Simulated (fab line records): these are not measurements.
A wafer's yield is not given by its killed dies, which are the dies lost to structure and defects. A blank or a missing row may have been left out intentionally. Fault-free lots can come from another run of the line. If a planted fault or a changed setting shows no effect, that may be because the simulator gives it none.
A single fault, viewed from 2 desks	flow gf180mcu	each desk holds nothing but its own numbers, with what lay behind them at the end

THE TOOL OWNER'S DESK: cmp-02
The tool's own readings at GF_V1_CMP_04 (polishes SiO2): means of the sampled wafers that have a number, for each lot that ran on this tool. The brackets show how far a lot's mean lies from the usual mean; more than 4 standard deviations puts the lot out of limits, marked OUT.
Columns: A = edgeZonePressureFrac at GF_V1_CMP_04, usual 1.000; B = headPressurePsi at GF_V1_CMP_04, usual 4.001 psi; C = motorCurrentA at GF_V1_CMP_04, usual 12.9 A; D = timeToEndpointS at GF_V1_CMP_04, usual 82 s
lot	first seen here	A	B	C	D
L578	day 19 00:44	1.000	4.004	12.9	84
L583	day 21 00:17	0.999	4.011	12.8	76
L587	day 22 06:16	1.003	4.002	12.8	77
Finding of this desk: none of the 3 lots has anything out of limits.

AT THE METROLOGY DESK
Lot by lot, what the gauges showed, no matter which tool ran the lot: averages of those sampled wafers that carry a number. The brackets show how far a lot's mean lies from the usual mean; more than 4 standard deviations puts the lot out of limits, marked OUT.
Columns: A = cdNm at GF_SAB_CD_MEAS_09, usual 420.0 nm
lot	first seen here	A
L574	day 15 01:26	424.0
L575	day 15 09:41	418.5
L576	day 15 15:21	418.9
L578	day 16 21:23	418.7
L579	day 17 03:35	419.6
L581	day 17 16:46	423.4
L582	day 18 03:20	419.6
L583	day 18 18:49	417.7
L584	day 19 05:10	421.3
L587	day 20 01:48	419.9
L590	day 21 00:05	419.4
L594	day 22 05:18	416.9
L595	day 22 14:44	420.5
L597	day 23 07:37	418.5
Finding of this desk: none of the 14 lots has anything out of limits.

PUT TOGETHER
Nothing out of limits was seen by the tool owner's desk.
Nothing out of limits was seen by the metrology desk.

WHAT HAD BEEN PUT IN BY THE SIMULATOR
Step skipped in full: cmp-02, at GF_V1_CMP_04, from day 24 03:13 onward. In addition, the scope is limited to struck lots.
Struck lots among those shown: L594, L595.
